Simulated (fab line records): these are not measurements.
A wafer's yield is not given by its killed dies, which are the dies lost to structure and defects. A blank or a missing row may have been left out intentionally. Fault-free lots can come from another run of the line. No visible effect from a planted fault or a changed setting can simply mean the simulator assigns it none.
fab line records -- flow gf180mcu
record lots=24, wafers=72, lastDay=34
route steps=602 shown M2@364 V2@400 M3@409 V4@499 V5@565 TOP_METAL@582
lots with no fault: from the same line, run without faults
startH: the number of hours between the record's first day and the start of the first shown wafer of the lot -- waitH: hours from the lot's prior step to this one -- " the same as in the row above -- L1.1+2: several wafers, shown together as one row -- - no value present, or no start provided -- * or withheld: withheld -- < > ~ a bound
route shown NAME@n: a module of which the file shows steps, and the number in the route of the first -- usual: average and standard deviation across the fault-free wafers -- same: alike in all rows -- chamber/n: place in a boat -- sites: readings site by site -- _std_site: how widely they spread, as a standard deviation -- _edge_site: inner sites' mean taken away from outer sites' mean -- radiusMm: for every site, how far away it sits from the centre of the wafer -- mask NAME#n: copy n -- behind: the most recent tool/chamber to have shaped the wafer -- hold: cause of the lot's hold/its duration in hours/its outcome -- device: whichever transistor did not switch (one of n, p or np) -- end of line: tests run on the same wafers once the route is complete -- a step with no rows: only its recipe -- killed: dies lost to structure and defects at the first sort, not the wafer's yield -- map: the dies of a wafer, with x for killed, . for not killed, _ for no die there
set.NAME: the setting as run; set.NAME@STEP: as run at that earlier step -- model.NAME: the simulator's own value behind a step, which no gauge read
route steps across a sampled set of lots; one table per step, one row per wafer
services: from which hour (startH, from the record's first day; less than 0 if before it) a tool's chamber was out of use, for how many hours, and why
## steps
# step GF_M2_SPUTTER_02
# recipe material=AlCu, targetThkNm=450, powerW=10600, timeS=23.9, chamberPressurePa=0.4
# usual throttleValvePct=30.3/1.4
lot.wafer,tool,chamber,startH,waitH,throttleValvePct
L074.3,pvdSputter-04,-,414.90,0.0,32.3
L074.5,pvdSputter-04,-,414.90,0.0,32.5
L074.6,pvdSputter-04,-,414.90,0.0,32.2
L075.1,pvdSputter-03,-,427.65,0.0,29.6
L075.2,pvdSputter-03,-,427.65,0.0,30.2
L075.5,pvdSputter-03,-,427.65,0.0,30.8
L076.2,pvdSputter-04,-,432.77,0.0,32.4
L076.4,pvdSputter-04,-,432.77,0.0,27.7
L076.5,pvdSputter-04,-,432.77,0.0,32.4
L077.3,pvdSputter-04,-,445.89,0.0,32.1
L077.5,pvdSputter-04,-,445.89,0.0,32.1
L077.6,pvdSputter-04,-,445.89,0.0,32.4
L078.2,pvdSputter-04,-,460.49,0.0,31.9
L078.3,pvdSputter-04,-,460.49,0.0,29.7
L078.4,pvdSputter-04,-,460.49,0.0,32.7
L079.1,pvdSputter-03,-,462.25,0.0,30.7
L079.4,pvdSputter-03,-,462.25,0.0,29.5
L079.5,pvdSputter-03,-,462.25,0.0,30.2
L080.1,pvdSputter-04,-,482.31,0.0,27.8
L080.4,pvdSputter-04,-,482.31,0.0,32.7
L080.5,pvdSputter-04,-,482.31,0.0,32.1
L081.1,pvdSputter-04,-,488.87,0.0,27.6
L081.2,pvdSputter-04,-,488.87,0.0,32.3
L081.4,pvdSputter-04,-,488.87,0.0,29.5
L082.1,pvdSputter-02,-,489.26,0.0,29.8
L082.2,pvdSputter-02,-,489.26,0.0,30.0
L082.3,pvdSputter-02,-,489.26,0.0,29.4
L084.1,pvdSputter-03,-,503.95,0.0,29.8
L084.2,pvdSputter-03,-,503.95,0.0,30.0
L084.3,pvdSputter-03,-,503.95,0.0,30.9
L083.1,pvdSputter-02,-,507.47,0.0,32.3
L083.2,pvdSputter-02,-,507.47,0.0,29.8
L083.6,pvdSputter-02,-,507.47,0.0,32.3
L085.1,pvdSputter-03,-,524.06,0.0,29.5
L085.3,pvdSputter-03,-,524.06,0.0,29.9
L085.4,pvdSputter-03,-,524.06,0.0,31.1
L086.4,pvdSputter-04,-,527.44,0.0,27.8
L086.5,pvdSputter-04,-,527.44,0.0,29.6
L086.6,pvdSputter-04,-,527.44,0.0,32.5
L087.1,pvdSputter-03,-,537.08,0.0,30.2
L087.5,pvdSputter-03,-,537.08,0.0,30.9
L087.6,pvdSputter-03,-,537.08,0.0,29.8
L088.1,pvdSputter-03,-,540.66,0.0,29.9
L088.2,pvdSputter-03,-,540.66,0.0,29.6
L088.3,pvdSputter-03,-,540.66,0.0,31.2
L089.1,pvdSputter-03,-,546.93,0.0,29.5
L089.2,pvdSputter-03,-,546.93,0.0,29.6
L089.6,pvdSputter-03,-,546.93,0.0,30.8
L090.1,pvdSputter-04,-,551.26,0.0,27.8
L090.3,pvdSputter-04,-,551.26,0.0,31.9
L090.6,pvdSputter-04,-,551.26,0.0,32.6
L091.1,pvdSputter-03,-,559.57,0.0,30.1
L091.2,pvdSputter-03,-,559.57,0.0,29.8
L091.5,pvdSputter-03,-,559.57,0.0,29.8
L092.1,pvdSputter-04,-,571.08,0.0,32.2
L092.3,pvdSputter-04,-,571.08,0.0,32.4
L092.6,pvdSputter-04,-,571.08,0.0,27.9
L093.3,pvdSputter-03,-,580.97,0.0,29.5
L093.5,pvdSputter-03,-,580.97,0.0,30.8
L093.6,pvdSputter-03,-,580.97,0.0,29.5
L094.1,pvdSputter-04,-,586.56,0.0,32.0
L094.2,pvdSputter-04,-,586.56,0.0,27.8
L094.5,pvdSputter-04,-,586.56,0.0,29.3
L095.1,pvdSputter-03,-,592.87,0.0,30.8
L095.3,pvdSputter-03,-,592.87,0.0,29.6
L095.6,pvdSputter-03,-,592.87,0.0,30.0
L096.1,pvdSputter-03,-,612.16,0.0,29.4
L096.2,pvdSputter-03,-,612.16,0.0,29.7
L096.5,pvdSputter-03,-,612.16,0.0,30.3
L097.1,pvdSputter-04,-,613.48,0.0,27.5
L097.2,pvdSputter-04,-,613.48,0.0,32.1
L097.4,pvdSputter-04,-,613.48,0.0,29.5
# step GF_V2_STRIP_18
# recipe chemistry=O2/N2, powerW=1400, pressureMtorr=1500, platenTempC=250, o2FlowSccm=3000, n2FlowSccm=300, overashFraction=0.5
# usual drypumpMotorCurrentA=5.6/0.62, heaterPowerW=325/38, o2FlowSccm=3000/9.9, oesProductAu=0.592/0.0046
lot.wafer,tool,chamber,startH,waitH,drypumpMotorCurrentA,heaterPowerW,o2FlowSccm,oesProductAu,rfHoursCounterH
L074.3,plasmaAsher-04,1,464.63,-,6.1,377,2995,0.592,-
L074.5,plasmaAsher-04,1,464.63,-,6.0,364,2993,0.597,-
L074.6,plasmaAsher-04,0,464.63,-,5.9,285,3005,0.595,-
L075.1,plasmaAsher-02,0,478.02,-,6.4,351,2992,0.591,5
L075.2,plasmaAsher-02,1,478.02,-,4.7,270,2993,0.582,5
L075.5,plasmaAsher-02,1,478.02,-,4.7,259,2993,0.597,-
L076.2,plasmaAsher-04,0,483.05,-,5.9,286,2987,0.592,69
L076.4,plasmaAsher-04,1,483.05,-,6.0,373,3009,0.586,-
L076.5,plasmaAsher-04,1,483.05,-,6.1,369,2994,0.603,-
L077.3,plasmaAsher-04,0,496.49,-,5.9,282,3008,0.593,-
L077.5,plasmaAsher-04,0,496.49,-,5.9,283,3018,0.597,-
L077.6,plasmaAsher-04,1,496.49,-,6.0,371,2999,0.587,-
L078.2,plasmaAsher-02,0,509.27,-,6.4,353,3011,0.595,8
L078.3,plasmaAsher-02,1,509.27,-,4.7,272,3001,0.594,-
L078.4,plasmaAsher-02,0,509.27,-,6.4,354,3018,0.589,-
L079.1,plasmaAsher-03,0,511.45,-,4.8,326,3005,0.594,91
L079.4,plasmaAsher-03,1,511.45,-,5.8,338,3009,0.587,-
L079.5,plasmaAsher-03,1,511.45,-,5.8,336,3007,0.592,-
L080.1,plasmaAsher-03,0,531.67,-,4.8,332,2989,0.594,93
L080.4,plasmaAsher-03,1,531.67,-,5.8,327,3004,0.595,-
L080.5,plasmaAsher-03,1,531.67,-,5.8,331,2999,0.593,-
L081.1,plasmaAsher-02,0,537.37,-,6.3,352,3002,0.591,11
L081.2,plasmaAsher-02,1,537.37,-,4.7,266,2992,0.592,11
L081.4,plasmaAsher-02,1,537.37,-,4.7,274,3009,0.589,-
L082.1,plasmaAsher-02,1,537.72,-,4.7,270,2999,0.592,11
L082.2,plasmaAsher-02,0,537.72,-,6.4,351,3004,0.596,11
L082.3,plasmaAsher-02,1,537.72,-,4.7,267,3009,0.594,-
L084.1,plasmaAsher-03,1,550.65,-,5.8,336,3008,0.595,95
L084.2,plasmaAsher-03,0,550.65,-,4.8,330,3009,0.599,95
L084.3,plasmaAsher-03,0,550.65,-,4.8,328,2978,0.587,-
L083.1,plasmaAsher-04,0,555.45,-,5.9,281,2983,0.595,77
L083.2,plasmaAsher-04,1,555.45,-,6.0,384,3003,0.596,77
L083.6,plasmaAsher-04,1,555.45,-,6.0,378,3009,0.591,-
L085.1,plasmaAsher-03,0,570.97,-,4.8,330,2997,0.594,97
L085.3,plasmaAsher-03,1,570.97,-,5.8,339,2990,0.589,-
L085.4,plasmaAsher-03,0,570.97,-,4.8,332,2991,0.596,-
L086.4,plasmaAsher-02,0,573.78,-,6.3,356,2998,0.591,-
L086.5,plasmaAsher-02,0,573.78,-,6.4,356,3004,0.595,-
L086.6,plasmaAsher-02,1,573.78,-,4.7,274,3024,0.599,-
L087.1,plasmaAsher-03,1,583.17,-,5.8,339,2987,0.599,98
L087.5,plasmaAsher-03,1,583.17,-,5.8,328,2998,0.588,-
L087.6,plasmaAsher-03,0,583.17,-,4.8,325,3010,0.589,-
L088.1,plasmaAsher-02,0,587.52,-,6.4,349,3012,0.587,16
L088.2,plasmaAsher-02,1,587.52,-,4.7,273,3005,0.589,16
L088.3,plasmaAsher-02,0,587.52,-,6.4,355,3016,0.593,-
L089.1,plasmaAsher-04,0,592.40,-,5.9,295,3013,0.590,81
L089.2,plasmaAsher-04,1,592.40,-,6.0,370,2987,0.593,81
L089.6,plasmaAsher-04,0,592.40,-,5.9,290,2997,0.591,-
L090.1,plasmaAsher-02,0,596.27,-,6.4,362,3015,0.583,17
L090.3,plasmaAsher-02,0,596.27,-,6.4,353,3000,0.600,-
L090.6,plasmaAsher-02,1,596.27,-,4.7,266,3012,0.593,-
L091.1,plasmaAsher-03,0,604.12,-,4.8,332,2998,0.587,101
L091.2,plasmaAsher-03,1,604.12,-,5.8,335,2993,0.599,101
L091.5,plasmaAsher-03,1,604.12,-,5.8,336,2990,0.587,-
L092.1,plasmaAsher-03,1,615.45,-,5.8,336,3010,0.593,102
L092.3,plasmaAsher-03,1,615.45,-,5.8,339,2996,0.599,-
L092.6,plasmaAsher-03,1,615.45,-,5.8,332,3018,0.601,-
L093.3,plasmaAsher-04,1,625.33,-,6.0,367,3018,0.594,-
L093.5,plasmaAsher-04,1,625.33,-,6.0,374,3018,0.594,-
L093.6,plasmaAsher-04,0,625.33,-,5.9,287,2995,0.593,-
L094.1,plasmaAsher-04,1,630.45,-,6.0,384,2998,0.590,85
L094.2,plasmaAsher-04,0,630.45,-,5.9,289,2997,0.588,85
L094.5,plasmaAsher-04,0,630.45,-,5.9,291,2987,0.595,-
L095.1,plasmaAsher-04,0,636.42,-,5.9,295,2993,0.598,86
L095.3,plasmaAsher-04,1,636.42,-,6.0,381,3010,0.586,-
L095.6,plasmaAsher-04,1,636.42,-,6.0,371,3010,0.582,-
L096.1,plasmaAsher-04,0,655.12,-,5.9,291,3000,0.587,88
L096.2,plasmaAsher-04,1,655.12,-,6.0,372,3008,0.596,88
L096.5,plasmaAsher-04,0,655.12,-,5.9,294,3007,0.585,-
L097.1,plasmaAsher-02,0,655.80,-,6.4,346,2996,0.598,22
L097.2,plasmaAsher-02,1,655.80,-,4.7,261,3006,0.597,22
L097.4,plasmaAsher-02,1,655.80,-,4.7,271,2998,0.593,-
# step GF_M3_SPUTTER_00
# recipe material=Ti, targetThkNm=37.5, arrivingIonEnergyEv=80, substrateTempC=200, chamberPressurePa=2, powerW=4000, timeS=150
# usual throttleValvePct=30.2/1.1
lot.wafer,tool,chamber,startH,waitH,throttleValvePct
L074.3,pvdSputter-03,-,466.26,0.1,30.1
L074.5,pvdSputter-03,-,466.26,0.1,29.6
L074.6,pvdSputter-03,-,466.26,0.1,30.1
L075.1,pvdSputter-04,-,479.58,0.1,32.5
L075.2,pvdSputter-04,-,479.58,0.1,27.3
L075.5,pvdSputter-04,-,479.58,0.1,29.5
L076.2,pvdSputter-03,-,484.63,0.1,30.7
L076.4,pvdSputter-03,-,484.63,0.1,29.6
L076.5,pvdSputter-03,-,484.63,0.1,30.7
L077.3,pvdSputter-03,-,498.18,0.2,30.2
L077.5,pvdSputter-03,-,498.18,0.2,30.9
L077.6,pvdSputter-03,-,498.18,0.2,30.3
L078.2,pvdSputter-04,-,510.85,0.2,32.4
L078.3,pvdSputter-04,-,510.85,0.2,29.3
L078.4,pvdSputter-04,-,510.85,0.2,27.7
L079.1,pvdSputter-01,-,512.83,0.1,30.6
L079.4,pvdSputter-01,-,512.83,0.1,30.4
L079.5,pvdSputter-01,-,512.83,0.1,30.0
L080.1,pvdSputter-03,-,532.89,0.1,29.3
L080.4,pvdSputter-03,-,532.89,0.1,30.2
L080.5,pvdSputter-03,-,532.89,0.1,30.8
L081.1,pvdSputter-03,-,538.70,0.1,29.7
L081.2,pvdSputter-03,-,538.70,0.1,30.4
L081.4,pvdSputter-03,-,538.70,0.1,31.0
L082.1,pvdSputter-04,-,539.90,0.1,32.0
L082.2,pvdSputter-04,-,539.90,0.1,32.7
L082.3,pvdSputter-04,-,539.90,0.1,27.8
L084.1,pvdSputter-03,-,552.23,0.2,30.2
L084.2,pvdSputter-03,-,552.23,0.2,29.9
L084.3,pvdSputter-03,-,552.23,0.2,30.9
L083.1,pvdSputter-03,-,556.69,0.2,29.5
L083.2,pvdSputter-03,-,556.69,0.2,30.3
L083.6,pvdSputter-03,-,556.69,0.2,29.9
L085.1,pvdSputter-03,-,572.20,0.1,30.1
L085.3,pvdSputter-03,-,572.20,0.1,29.7
L085.4,pvdSputter-03,-,572.20,0.1,31.0
L086.4,pvdSputter-01,-,575.00,0.1,30.2
L086.5,pvdSputter-01,-,575.00,0.1,30.6
L086.6,pvdSputter-01,-,575.00,0.1,30.8
L087.1,pvdSputter-01,-,584.39,0.1,30.6
L087.5,pvdSputter-01,-,584.39,0.1,30.2
L087.6,pvdSputter-01,-,584.39,0.1,29.9
L088.1,pvdSputter-01,-,588.74,0.2,30.9
L088.2,pvdSputter-01,-,588.74,0.2,30.1
L088.3,pvdSputter-01,-,588.74,0.2,30.0
L089.1,pvdSputter-01,-,593.62,0.2,30.1
L089.2,pvdSputter-01,-,593.62,0.2,30.7
L089.6,pvdSputter-01,-,593.62,0.2,30.0
L090.1,pvdSputter-01,-,597.52,0.2,29.9
L090.3,pvdSputter-01,-,597.52,0.2,30.6
L090.6,pvdSputter-01,-,597.52,0.2,30.3
L091.1,pvdSputter-04,-,605.91,0.2,32.9
L091.2,pvdSputter-04,-,605.91,0.2,27.8
L091.5,pvdSputter-04,-,605.91,0.2,32.7
L092.1,pvdSputter-01,-,616.67,0.1,30.6
L092.3,pvdSputter-01,-,616.67,0.1,30.0
L092.6,pvdSputter-01,-,616.67,0.1,30.5
L093.3,pvdSputter-01,-,626.59,0.2,30.9
L093.5,pvdSputter-01,-,626.59,0.2,30.2
L093.6,pvdSputter-01,-,626.59,0.2,30.2
L094.1,pvdSputter-01,-,631.67,0.1,30.1
L094.2,pvdSputter-01,-,631.67,0.1,30.3
L094.5,pvdSputter-01,-,631.67,0.1,30.9
L095.1,pvdSputter-04,-,637.75,0.2,27.7
L095.3,pvdSputter-04,-,637.75,0.2,32.5
L095.6,pvdSputter-04,-,637.75,0.2,29.6
L096.1,pvdSputter-03,-,656.34,0.2,29.1
L096.2,pvdSputter-03,-,656.34,0.2,29.7
L096.5,pvdSputter-03,-,656.34,0.2,30.2
L097.1,pvdSputter-04,-,657.03,0.1,27.7
L097.2,pvdSputter-04,-,657.03,0.1,32.2
L097.4,pvdSputter-04,-,657.03,0.1,29.5
# step GF_V4_CVD_23
# recipe material=W, targetThkNm=350, timeS=104.9, tempC=400, pressureTorr=40
# usual heaterPowerW=914/110, susceptorTempC=400.04/0.23
lot.wafer,tool,chamber,startH,waitH,heaterPowerW,susceptorTempC
L074.3,cvdW-02,1,564.93,0.1,1099,400.47
L074.5,cvdW-02,0,564.93,0.1,970,400.13
L074.6,cvdW-02,1,564.93,0.1,1067,400.25
L075.1,cvdW-02,1,577.11,0.0,1081,400.36
L075.2,cvdW-02,0,577.11,0.0,964,399.80
L075.5,cvdW-02,1,577.11,0.0,1104,400.58
L076.2,cvdW-01,1,581.38,0.0,772,400.55
L076.4,cvdW-01,0,581.38,0.0,861,400.61
L076.5,cvdW-01,1,581.38,0.0,768,400.12
L077.3,cvdW-02,1,593.84,0.1,1107,399.91
L077.5,cvdW-02,0,593.84,0.1,1003,399.97
L077.6,cvdW-02,1,593.84,0.1,1080,400.10
L078.2,cvdW-02,1,604.68,0.0,1085,400.00
L078.3,cvdW-02,0,604.68,0.0,975,400.16
L078.4,cvdW-02,1,604.68,0.0,1073,399.84
L079.1,cvdW-02,1,607.88,0.0,1060,399.93
L079.4,cvdW-02,0,607.88,0.0,965,400.01
L079.5,cvdW-02,1,607.88,0.0,1083,399.51
L080.1,cvdW-01,0,624.80,0.0,840,400.06
L080.4,cvdW-01,1,624.80,0.0,777,399.99
L080.5,cvdW-01,1,624.80,0.0,794,399.78
L081.1,cvdW-02,1,630.76,0.0,1088,400.02
L081.2,cvdW-02,0,630.76,0.0,968,399.75
L081.4,cvdW-02,0,630.76,0.0,977,400.09
L082.1,cvdW-02,0,632.23,0.0,971,400.27
L082.2,cvdW-02,1,632.23,0.0,1068,400.13
L082.3,cvdW-02,1,632.23,0.0,1079,400.39
L084.1,cvdW-02,0,643.02,0.0,955,399.88
L084.2,cvdW-02,0,643.02,0.0,978,400.13
L084.3,cvdW-02,0,643.02,0.0,1004,400.00
L083.1,cvdW-02,0,645.89,0.0,972,399.84
L083.2,cvdW-02,0,645.89,0.0,975,400.02
L083.6,cvdW-02,0,645.89,0.0,972,399.90
L085.1,cvdW-01,1,660.78,0.0,767,399.85
L085.3,cvdW-01,0,660.78,0.0,856,400.02
L085.4,cvdW-01,1,660.78,0.0,759,399.47
L086.4,cvdW-01,1,663.43,0.1,767,400.25
L086.5,cvdW-01,0,663.43,0.1,844,400.10
L086.6,cvdW-01,1,663.43,0.1,759,399.77
L087.1,cvdW-01,0,672.89,0.0,861,400.36
L087.5,cvdW-01,1,672.89,0.0,772,399.90
L087.6,cvdW-01,0,672.89,0.0,857,400.04
L088.1,cvdW-02,0,675.04,0.0,939,399.99
L088.2,cvdW-02,1,675.04,0.0,1076,400.32
L088.3,cvdW-02,0,675.04,0.0,988,400.26
L089.1,cvdW-01,0,680.10,0.0,838,399.92
L089.2,cvdW-01,1,680.10,0.0,762,400.20
L089.6,cvdW-01,0,680.10,0.0,855,399.89
L090.1,cvdW-01,1,683.58,0.0,784,400.03
L090.3,cvdW-01,1,683.58,0.0,766,399.71
L090.6,cvdW-01,1,683.58,0.0,794,400.02
L091.1,cvdW-02,0,690.90,0.0,990,400.18
L091.2,cvdW-02,1,690.90,0.0,1100,400.25
L091.5,cvdW-02,0,690.90,0.0,989,400.20
L092.1,cvdW-01,1,701.43,0.0,758,399.96
L092.3,cvdW-01,0,701.43,0.0,837,399.83
L092.6,cvdW-01,0,701.43,0.0,848,399.93
L093.3,cvdW-02,0,709.27,0.1,962,400.23
L093.5,cvdW-02,1,709.27,0.1,1053,400.47
L093.6,cvdW-02,0,709.27,0.1,977,400.15
L094.1,cvdW-01,1,715.14,0.0,787,399.99
L094.2,cvdW-01,0,715.14,0.0,847,399.50
L094.5,cvdW-01,0,715.14,0.0,832,400.11
L095.1,cvdW-01,1,719.11,0.0,787,400.32
L095.3,cvdW-01,1,719.11,0.0,777,399.96
L095.6,cvdW-01,0,719.11,0.0,847,400.11
L096.1,cvdW-01,0,736.06,0.0,824,400.07
L096.2,cvdW-01,1,736.06,0.0,762,399.95
L096.5,cvdW-01,1,736.06,0.0,760,399.93
L097.1,cvdW-01,0,737.05,0.0,854,399.83
L097.2,cvdW-01,1,737.05,0.0,762,399.78
L097.4,cvdW-01,1,737.05,0.0,768,399.87
# step GF_V5_THK_MEAS_25
# recipe thkMeasGauge=xrf, reads=W_of_V5_CVD_23
# usual V5_W_THK=351/3.9
lot.wafer,tool,chamber,startH,waitH,V5_W_THK[nm]
L074.3,filmMetro-04,-,633.77,0.1,346
L074.5,filmMetro-04,-,633.77,0.1,354
L074.6,filmMetro-04,-,633.77,0.1,350
L075.1,filmMetro-02,-,643.54,0.1,355
L075.2,filmMetro-02,-,643.54,0.1,358
L075.5,filmMetro-02,-,643.54,0.1,357
L076.2,filmMetro-01,-,650.14,0.1,352
L076.4,filmMetro-01,-,650.14,0.1,347
L076.5,filmMetro-01,-,650.14,0.1,353
L077.3,filmMetro-02,-,658.56,0.1,355
L077.5,filmMetro-02,-,658.56,0.1,348
L077.6,filmMetro-02,-,658.56,0.1,354
L078.2,filmMetro-02,-,668.72,0.1,353
L078.3,filmMetro-02,-,668.72,0.1,354
L078.4,filmMetro-02,-,668.72,0.1,358
L079.1,filmMetro-02,-,672.79,0.1,352
L079.4,filmMetro-02,-,672.79,0.1,354
L079.5,filmMetro-02,-,672.79,0.1,351
L080.1,filmMetro-02,-,687.89,0.1,352
L080.4,filmMetro-02,-,687.89,0.1,350
L080.5,filmMetro-02,-,687.89,0.1,352
L081.1,filmMetro-01,-,693.60,0.1,347
L081.2,filmMetro-01,-,693.60,0.1,346
L081.4,filmMetro-01,-,693.60,0.1,350
L082.1,filmMetro-01,-,694.54,0.1,354
L082.2,filmMetro-01,-,694.54,0.1,349
L082.3,filmMetro-01,-,694.54,0.1,351
L084.1,filmMetro-01,-,704.69,0.1,358
L084.2,filmMetro-01,-,704.69,0.1,353
L084.3,filmMetro-01,-,704.69,0.1,357
L083.1,filmMetro-02,-,707.40,0.1,345
L083.2,filmMetro-02,-,707.40,0.1,346
L083.6,filmMetro-02,-,707.40,0.1,348
L085.1,filmMetro-01,-,721.19,0.1,356
L085.3,filmMetro-01,-,721.19,0.1,350
L085.4,filmMetro-01,-,721.19,0.1,351
L086.4,filmMetro-02,-,723.72,0.1,345
L086.5,filmMetro-02,-,723.72,0.1,348
L086.6,filmMetro-02,-,723.72,0.1,345
L087.1,filmMetro-04,-,732.39,0.1,349
L087.5,filmMetro-04,-,732.39,0.1,349
L087.6,filmMetro-04,-,732.39,0.1,347
L088.1,filmMetro-02,-,734.74,0.1,345
L088.2,filmMetro-02,-,734.74,0.1,351
L088.3,filmMetro-02,-,734.74,0.1,346
L089.1,filmMetro-02,-,739.64,0.1,347
L089.2,filmMetro-02,-,739.64,0.1,346
L089.6,filmMetro-02,-,739.64,0.1,345
L090.1,filmMetro-02,-,741.50,0.1,355
L090.3,filmMetro-02,-,741.50,0.1,356
L090.6,filmMetro-02,-,741.50,0.1,355
L091.1,filmMetro-04,-,748.12,0.1,345
L091.2,filmMetro-04,-,748.12,0.1,344
L091.5,filmMetro-04,-,748.12,0.1,350
L092.1,filmMetro-02,-,758.22,0.1,356
L092.3,filmMetro-02,-,758.22,0.1,355
L092.6,filmMetro-02,-,758.22,0.1,354
L093.3,filmMetro-02,-,764.95,0.1,353
L093.5,filmMetro-02,-,764.95,0.1,343
L093.6,filmMetro-02,-,764.95,0.1,352
L094.1,filmMetro-02,-,770.04,0.1,352
L094.2,filmMetro-02,-,770.04,0.1,360
L094.5,filmMetro-02,-,770.04,0.1,350
L095.1,filmMetro-01,-,774.12,0.1,349
L095.3,filmMetro-01,-,774.12,0.1,346
L095.6,filmMetro-01,-,774.12,0.1,356
L096.1,filmMetro-01,-,789.19,0.1,353
L096.2,filmMetro-01,-,789.19,0.1,347
L096.5,filmMetro-01,-,789.19,0.1,352
L097.1,filmMetro-02,-,790.40,0.1,358
L097.2,filmMetro-02,-,790.40,0.1,356
L097.4,filmMetro-02,-,790.40,0.1,354
# step GF_TOP_METAL_OVL_MEAS_15
# usual TOP_METAL_OVL=0.7/1.2
lot.wafer,tool,chamber,startH,waitH,TOP_METAL_OVL[nm]
L074.3,overlay-02,-,654.61,0.1,0.4
L074.5,overlay-02,-,654.61,0.1,1.6
L074.6,overlay-02,-,654.61,0.1,0.1
L075.1,overlay-01,-,664.10,0.1,0.1
L075.2,overlay-01,-,664.10,0.1,0.5
L075.5,overlay-01,-,664.10,0.1,1.2
L076.2,overlay-01,-,670.21,0.1,1.4
L076.4,overlay-01,-,670.21,0.1,0.8
L076.5,overlay-01,-,670.21,0.1,0.8
L077.3,overlay-01,-,678.55,0.1,1.8
L077.5,overlay-01,-,678.55,0.1,1.6
L077.6,overlay-01,-,678.55,0.1,3.0
L078.2,overlay-01,-,688.14,0.1,1.0
L078.3,overlay-01,-,688.14,0.1,-0.4
L078.4,overlay-01,-,688.14,0.1,2.6
L079.1,overlay-01,-,692.15,0.1,0.4
L079.4,overlay-01,-,692.15,0.1,1.3
L079.5,overlay-01,-,692.15,0.1,-0.4
L080.1,overlay-01,-,706.46,0.1,0.6
L080.4,overlay-01,-,706.46,0.1,1.8
L080.5,overlay-01,-,706.46,0.1,3.4
L081.1,overlay-01,-,712.69,0.1,0.0
L081.2,overlay-01,-,712.69,0.1,1.6
L081.4,overlay-01,-,712.69,0.1,3.0
L082.1,overlay-01,-,713.90,0.1,1.6
L082.2,overlay-01,-,713.90,0.1,2.3
L082.3,overlay-01,-,713.90,0.1,3.1
L084.1,overlay-01,-,723.10,0.1,0.7
L084.2,overlay-01,-,723.10,0.1,0.0
L084.3,overlay-01,-,723.10,0.1,0.6
L083.1,overlay-01,-,726.58,0.1,1.2
L083.2,overlay-01,-,726.58,0.1,-1.1
L083.6,overlay-01,-,726.58,0.1,-1.2
L085.1,overlay-02,-,739.93,0.1,0.2
L085.3,overlay-02,-,739.93,0.1,0.6
L085.4,overlay-02,-,739.93,0.1,0.0
L086.4,overlay-01,-,741.65,0.1,0.2
L086.5,overlay-01,-,741.65,0.1,0.4
L086.6,overlay-01,-,741.65,0.1,0.1
L087.1,overlay-02,-,750.53,0.1,2.3
L087.5,overlay-02,-,750.53,0.1,2.0
L087.6,overlay-02,-,750.53,0.1,2.1
L088.1,overlay-02,-,751.80,0.1,1.5
L088.2,overlay-02,-,751.80,0.1,3.2
L088.3,overlay-02,-,751.80,0.1,0.6
L089.1,overlay-02,-,756.83,0.1,0.7
L089.2,overlay-02,-,756.83,0.1,1.9
L089.6,overlay-02,-,756.83,0.1,0.2
L090.1,overlay-01,-,759.05,0.1,-0.4
L090.3,overlay-01,-,759.05,0.1,-1.5
L090.6,overlay-01,-,759.05,0.1,0.0
L091.1,overlay-02,-,765.79,0.1,-1.8
L091.2,overlay-02,-,765.79,0.1,-0.8
L091.5,overlay-02,-,765.79,0.1,-0.5
L092.1,overlay-02,-,775.09,0.1,0.5
L092.3,overlay-02,-,775.09,0.1,0.4
L092.6,overlay-02,-,775.09,0.1,-0.1
L093.3,overlay-01,-,780.74,0.1,-1.3
L093.5,overlay-01,-,780.74,0.1,-0.4
L093.6,overlay-01,-,780.74,0.1,-1.4
L094.1,overlay-01,-,785.98,0.1,2.5
L094.2,overlay-01,-,785.98,0.1,1.7
L094.5,overlay-01,-,785.98,0.1,1.0
L095.1,overlay-02,-,790.65,0.1,1.2
L095.3,overlay-02,-,790.65,0.1,2.3
L095.6,overlay-02,-,790.65,0.1,1.4
L096.1,overlay-01,-,805.29,0.1,1.1
L096.2,overlay-01,-,805.29,0.1,-1.5
L096.5,overlay-01,-,805.29,0.1,0.0
L097.1,overlay-02,-,805.96,0.1,2.0
L097.2,overlay-02,-,805.96,0.1,-1.3
L097.4,overlay-02,-,805.96,0.1,-1.1
## services
tool,chamber,startH,hours,kind
pvdSputter-03,-,412.81,4.5,repair
pvdSputter-01,-,422.04,1.3,repair
pvdSputter-04,-,423.87,2.7,repair
cvdW-02,1,441.85,4.5,repair
plasmaAsher-04,-,451.78,1.6,repair
pvdSputter-03,-,455.78,3.9,repair
pvdSputter-03,-,494.54,2.9,repair
pvdSputter-03,-,534.30,2.5,repair
cvdW-01,1,544.71,4.8,repair
pvdSputter-01,-,547.60,4.8,repair
cvdW-02,-,562.43,1.5,repair
plasmaAsher-04,-,579.89,2.6,repair
cvdW-02,-,602.81,0.3,repair
cvdW-01,1,631.26,10.3,repair
cvdW-02,1,639.48,8.6,repair
pvdSputter-04,-,655.33,0.7,repair
pvdSputter-04,-,689.03,2.5,repair
pvdSputter-03,-,692.91,1.6,repair
pvdSputter-03,-,704.53,3.1,repair
cvdW-01,-,704.91,6.9,pm
cvdW-02,-,710.17,1.2,repair
cvdW-02,-,711.81,6.0,pm
pvdSputter-01,-,721.80,5.9,repair
pvdSputter-01,-,725.00,3.5,repair
## key
fault none
